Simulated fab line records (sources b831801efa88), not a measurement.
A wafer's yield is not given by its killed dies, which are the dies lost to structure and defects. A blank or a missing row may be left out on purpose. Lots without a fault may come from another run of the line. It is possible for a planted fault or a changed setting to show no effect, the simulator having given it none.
A lot that was struck, set against a sound lot	flow gf180mcu	15 out of 602 route steps
Sound: these wafers, L822.1, L822.2, L822.5. The struck wafers were L815.4, L815.5, L815.6. The cause is named last.
Each step with rows lists, per side, the tool, then ch with its chambers, then its first start. Under that, the readings that differ: sound wafers	struck wafers	difference of the means	sigmas: that difference in standard deviations of wafers without a fault.
alike: same words and numbers on both sides, and readings whose means sit less than 2 such deviations apart. not compared: any withheld reading, any reading some wafer has no value for, any bound like >300 that may hide the same value, and any number with overlapping values for which the record gives no deviation.
The two part at a step that has a row with sigmas, a row that says differs or no value, or rows on one side only. Non-overlapping numbers with no deviation appear without sigmas and do not part them. A reading missing from all wafers of one side parts the sides only when that side holds two or more wafers.

GF_M2_SPUTTER_04: material TiN, target thk 50 nm, time 41.7 s.
  sound on pvdSputter-04, day 25 23:06; struck on pvdSputter-01, day 23 21:40
  alike: throttleValvePct
GF_M2_RS_MEAS_05: a four-point-probe measurement.
  sound on filmMetro-01, day 25 23:08; struck on filmMetro-04, day 23 21:46
  alike: M2_ALCU_RS
GF_M2_THK_MEAS_06: measures by xrf.
  sound on filmMetro-01, day 25 23:16; struck on filmMetro-04, day 23 21:51
  alike: M2_ALCU_THK
then, 7 steps without rows for these wafers: GF_M2_DEHYDRATE_07 (time 60 s); GF_M2_HMDS_08 (prime time 60 s); GF_M2_COAT_09 (resist thk 1000 nm); GF_M2_SOFTBAKE_10 (time 60 s); GF_M2_EXPOSE_11 (exposes mask Metal2, target cd 280 nm); GF_M2_PEB_12 (peb time 90 s); GF_M2_DEVELOP_13 (develop time 60 s).
GF_M2_CD_MEAS_14 targets a cd of 280 nm.
  sound on cdSem-02, day 26 20:37; struck on cdSem-01, day 24 20:16
  alike: cdNm
GF_M2_OVL_MEAS_15:
  sound on overlay-02, day 26 20:44; struck on overlay-01, day 24 20:20
  alike: M2_OVL
GF_M2_METAL_ETCH_16: etches the open film in Cl2/BCl3, stops on SiO2, target depth 627.5 nm, time 104.6 s.
  sound on rieMetal-01 ch 1, day 26 20:47; struck on rieMetal-01 ch 0,1, day 24 20:23
  no value came back on the struck wafers for any of 6 readings (bcl3FlowSccm (sccm), biasW (W) and others); on the sound wafers bcl3FlowSccm (sccm) reads 40.11 40.16 39.97
reading	sound	struck	difference	sigmas
model.KrF_of_M2_COAT_09.thkNm (nm)	728.9 731.5 728.4	985.4 985.6 986.7	+256.3	
  not compared: rfHoursCounterH
GF_M2_STRIP_17: strips in O2/N2.
  sound on plasmaAsher-03 ch 0,1, day 26 21:00; struck on plasmaAsher-03 ch 0,1, day 24 20:30
reading	sound	struck	difference	sigmas
oesProductAu (a.u.)	0.558 0.553 0.555	0.661 0.659 0.654	+0.103	+19
stripTimeToEndpointS (s)	7.81 7.83 7.81	10.21 10.20 10.23	+2.40	+75
  alike: chamberPressureMTorr, drypumpMotorCurrentA, heaterPowerW, n2FlowSccm
  not compared: rfHoursCounterH
then, 1 step without rows for these wafers: GF_M2_STRIP_18 (strips in post etch residue remover, time 1200 s).

## WHERE THEY PART
Earliest at GF_M2_METAL_ETCH_16; latest, in this record, at GF_M2_STRIP_17.

WHY: what had been put in by the simulator
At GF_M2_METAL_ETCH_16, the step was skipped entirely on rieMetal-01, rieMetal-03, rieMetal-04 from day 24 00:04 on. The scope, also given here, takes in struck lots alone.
